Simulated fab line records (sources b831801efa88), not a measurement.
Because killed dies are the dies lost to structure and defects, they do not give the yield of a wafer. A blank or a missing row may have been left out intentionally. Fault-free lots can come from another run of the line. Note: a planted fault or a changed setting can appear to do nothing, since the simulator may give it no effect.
Which tool was responsible? / flow gf180mcu / at 1 step of a route of 602, 14 lots with 42 wafers sampled

== WHAT THE GAUGES SHOWED, per wafer ==
GF_SAB_CD_MEAS_09 targets a cd of 420 nm.
lot=L188; measured=day 15 07:16; on=cd sem-02; cd nm (nm)=418.9 419.6 418.8
lot=L191; measured=day 16 07:07; on=cd sem-02; cd nm (nm)=417.6 419.6 417.5
lot=L192; measured=day 16 13:20; on=cd sem-01; cd nm (nm)=418.7 417.8 419.6
lot=L196; measured=day 18 07:23; on=cd sem-01; cd nm (nm)=422.6 425.2 422.9
lot=L201; measured=day 20 01:50; on=cd sem-01; cd nm (nm)=420.6 418.0 419.7
lot=L202; measured=day 20 12:01; on=cd sem-02; cd nm (nm)=418.4 420.9 417.4
lot=L203; measured=day 20 17:53; on=cd sem-02; cd nm (nm)=421.0 420.3 419.0
lot=L205; measured=day 21 10:55; on=cd sem-02; cd nm (nm)=421.9 424.6 421.0
lot=L206; measured=day 21 13:02; on=cd sem-02; cd nm (nm)=417.2 418.6 418.5
lot=L207; measured=day 22 00:52; on=cd sem-01; cd nm (nm)=418.2 418.6 417.7
lot=L208; measured=day 22 15:53; on=cd sem-01; cd nm (nm)=418.8 418.4 418.7
lot=L209; measured=day 22 16:10; on=cd sem-02; cd nm (nm)=418.8 421.3 420.4
lot=L210; measured=day 23 02:28; on=cd sem-02; cd nm (nm)=418.6 419.2 419.8
lot=L211; measured=day 23 10:08; on=cd sem-01; cd nm (nm)=422.6 419.8 421.8

== WHAT TOOL EACH LOT RAN ON (gives the tool, then ch and the chambers of the sampled wafers, and finally the start) ==
The record shows no process step preceding these readings.

== AS READ BY THE TOOLS THEMSELVES (means over the sampled wafers that have a number; for cases with no such wafer, the mark the record gives instead) ==
The record holds no such reading with a usual standard deviation.

== THE ANSWER, worked out from the rows above alone ==
Rule: usual is defined by the lots themselves. The widest of any qualifying gaps counts: lots, ordered by their means at a reading, are off when they make up no more than a third of the lots, leave a main group of 4 or more, and stand apart from it by 3 or more times the standard deviation of that group's means. Not used: any main group whose means are identical at the precision the tables above print for the reading. Also off: a lot with no number at a reading for which 4 or more lots have one. Where the step has rows for the other lots, those lots are counted as sound. Order of review: gauges by route order, followed by the tools' own readings, for which a lot's mean as printed above is used. At the first step where some lot is off, the reading lying furthest off is the one used; lots without a number count as furthest.
No lot is off on any of the readings shown, so nothing can be concluded from this.

== WHAT THE SIMULATOR PUT IN ==
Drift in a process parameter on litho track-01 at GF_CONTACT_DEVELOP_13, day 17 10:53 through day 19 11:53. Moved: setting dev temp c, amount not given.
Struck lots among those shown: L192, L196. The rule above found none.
